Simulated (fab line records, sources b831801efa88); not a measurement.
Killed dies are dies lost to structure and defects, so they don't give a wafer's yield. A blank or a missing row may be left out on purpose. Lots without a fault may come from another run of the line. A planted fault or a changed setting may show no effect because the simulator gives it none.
One fault seen from 2 desks | flow gf180mcu | each desk has only its own numbers; what lay behind them comes last

THE METROLOGY DESK
What the gauges read, lot by lot, whatever tool the lot ran on: means of the sampled wafers that have a number. A lot is out of limits, marked OUT, if its mean lies more than 4 standard deviations from the usual mean; the brackets give that distance.
Columns: A = V2_BOW at GF_V2_BOW_MEAS_05, usual 100 um; B = cd_nm at GF_V2_CD_MEAS_14, usual 259.8 nm; C = V2_OVL at GF_V2_OVL_MEAS_15, usual 4 nm
lot  | first seen here | A   | B     | C
L901 | day 21 08:34    | 105 | 260.5 | 3
L904 | day 22 16:30    | 103 | 258.5 | 6
L905 | day 22 23:26    | 106 | 260.4 | 2
L906 | day 23 07:26    | 97  | 256.4 | 3
L907 | day 23 20:00    | 99  | 260.9 | -0
L908 | day 24 01:48    | 100 | 259.0 | 6
L916 | day 27 04:32    | 86  | 261.4 | 1
This desk's finding: nothing out of limits on any of the 7 lots.

THE TOOL OWNER'S DESK: rie_diel-04
The tool's own readings at GF_V2_ETCH_17 (etches SiO2 in C4F8/O2/Ar, stops on TiN, target depth 630 nm): means of the sampled wafers that have a number, for each lot that ran on this tool. A lot is out of limits, marked OUT, if its mean lies more than 4 standard deviations from the usual mean; the brackets give that distance.
Columns: A = bias_w at GF_V2_ETCH_17, usual 1200 W; B = oes_product_au at GF_V2_ETCH_17, usual 0.856 a.u.
lot  | first seen here | A              | B
L904 | day 23 16:00    | 1201           | 0.854
L905 | day 23 22:00    | 1314 (+31) OUT | 0.857
L906 | day 24 06:00    | 1321 (+33) OUT | 0.855
L908 | day 25 00:00    | 1315 (+31) OUT | 0.855
This desk's finding: out of limits on L905, L906, L908; first on L905, day 23 22:00 (bias_w at GF_V2_ETCH_17). In limits: L904.

PUT TOGETHER
The tool owner's desk could have raised an alarm at day 23 22:00, on L905, L906, L908.
The metrology desk saw nothing out of limits.
The metrology desk has L905, L906, L908 on record, within its limits.
Of the lots named, all ran GF_V2_ETCH_17 on rie_diel-04.

WHAT THE SIMULATOR HAD PUT IN
Process parameter drift: rie_diel-04, from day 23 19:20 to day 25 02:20, at GF_V2_ETCH_17. Setting bias_w, moved by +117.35, from 1200. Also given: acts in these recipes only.
Lots struck among those shown: L905, L906, L908.
Hours from the fault's start to each desk's first reading out of limits: the tool owner's desk, 3.
